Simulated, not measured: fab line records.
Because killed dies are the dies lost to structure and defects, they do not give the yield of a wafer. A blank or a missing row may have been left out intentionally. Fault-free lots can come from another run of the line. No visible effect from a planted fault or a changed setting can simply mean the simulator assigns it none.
8D (eight disciplines) problem report, filled in by code || flow sky130 || the parts of the form that need people (team, actions taken, sign-off) are left out

## 1. WHAT IS WRONG
Across 6 wafers from 2 lots, GATE_OXIDE_TW at SKY_GATE_OXIDE_TW_MEAS_14 averages 195.8, while fault-free wafers read 226.0 with a standard deviation of 1.7. Measured from the usual mean, that is -18 standard deviations.
The first sign was on wafer L989.1 at day 20 09:52, on film_metro-01. The record has a number at this step for 39 wafers belonging to 13 lots. Rule for "out", or "out of limits": more than 4 standard deviations from the usual mean. All remaining wafers that have a number are taken as sound.

## 2. WHAT IT IS AND WHAT IT IS NOT
{"question": "which readings at this step", "is": "GATE_OXIDE_TW", "is not": "-"}
{"question": "which lots", "is": "L989, L990", "is not": "L970, L971, L973, L974, L975, L977, L978, L980, L982, L991, L993"}
{"question": "which wafers of those lots", "is": "all that have a number", "is not": "-"}
{"question": "read on which gauges", "is": "film_metro-01, film_metro-03", "is not": "film_metro-02"}
{"question": "when", "is": "from day 20 09:52", "is not": "up to then (27 sound wafers); but 6 sound wafers of L991, L993 came after"}

## 3. SUSPECTS, AND WHAT RULES EACH OUT
Counting: a tool stays on the suspect list if, at a process step up to the reading, it processed all lots that are out and no sound lot following the first of them.
- ruled out: the gauge at SKY_GATE_OXIDE_TW_MEAS_14. Those wafers that are out were read across 2 gauges (film_metro-01, film_metro-03).
- implanter-02 at SKY_GATE_OXIDE_IMPLANT_11: kept. It processed each lot that is out, first L989 at day 20 09:31, and no sound lot thereafter; up to then, the last sound lot it processed was L978 at day 16 19:48. On those wafers its own readings are out: dose_ions_cm2, faraday_current_uA.
Remaining after the count: implanter-02 at SKY_GATE_OXIDE_IMPLANT_11.

## 4. THE CAUSE (what the simulator had put in)
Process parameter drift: implanter-02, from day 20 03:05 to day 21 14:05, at SKY_GATE_OXIDE_IMPLANT_11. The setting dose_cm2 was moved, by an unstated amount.
The count eliminated every tool but this one.

## 5. THE CHAIN OF EFFECTS, in route order
One row per reading whose mean, taken over the struck wafers that have a number, lies over 3 standard deviations from the usual. Only readings for which the record gives a usual standard deviation are gone through. hours: the time from each lot's start at the first step in this table that gives one to its start at this step, as a median over the lots. sigmas: the change in usual standard deviations.
{"hours": 0, "step": "SKY_GATE_OXIDE_IMPLANT_11", "reading": "dose_ions_cm2", "usual": 2.6e+12, "on struck wafers": 1.6e+12, "change": -1.0e+12, "sigmas": "-99 or more"}
{"hours": 0, "step": "SKY_GATE_OXIDE_IMPLANT_11", "reading": "faraday_current_uA", "usual": 14.71, "on struck wafers": 8.87, "change": -5.84, "sigmas": -20}
{"hours": 0, "step": "SKY_GATE_OXIDE_TW_MEAS_14", "reading": "GATE_OXIDE_TW", "usual": 226.0, "on struck wafers": 195.8, "change": -30.2, "sigmas": -18}
It contains these process steps:
- SKY_GATE_OXIDE_IMPLANT_11
At these later measuring or inspecting steps, every struck wafer for which the step has a row has a number for every such reading, and none has moved that far: SKY_POLY_GATE_OVL_MEAS_14.

## 6. WHAT WOULD HAVE CAUGHT IT SOONER
7 hours passed between the start of the fault at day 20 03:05 and the first reading out of limits at a measuring or inspecting step in this record, taken at day 20 09:52.
The tool's own readings at SKY_GATE_OXIDE_IMPLANT_11 were out on every struck wafer that the step has a row for (dose_ions_cm2, faraday_current_uA): an alarm limit on them would have fired on the first of those.
Among the 2 lots that are out, L990 began SKY_GATE_OXIDE_IMPLANT_11 on implanter-02 after day 20 09:52. A hold on the tool at that time would have spared it.
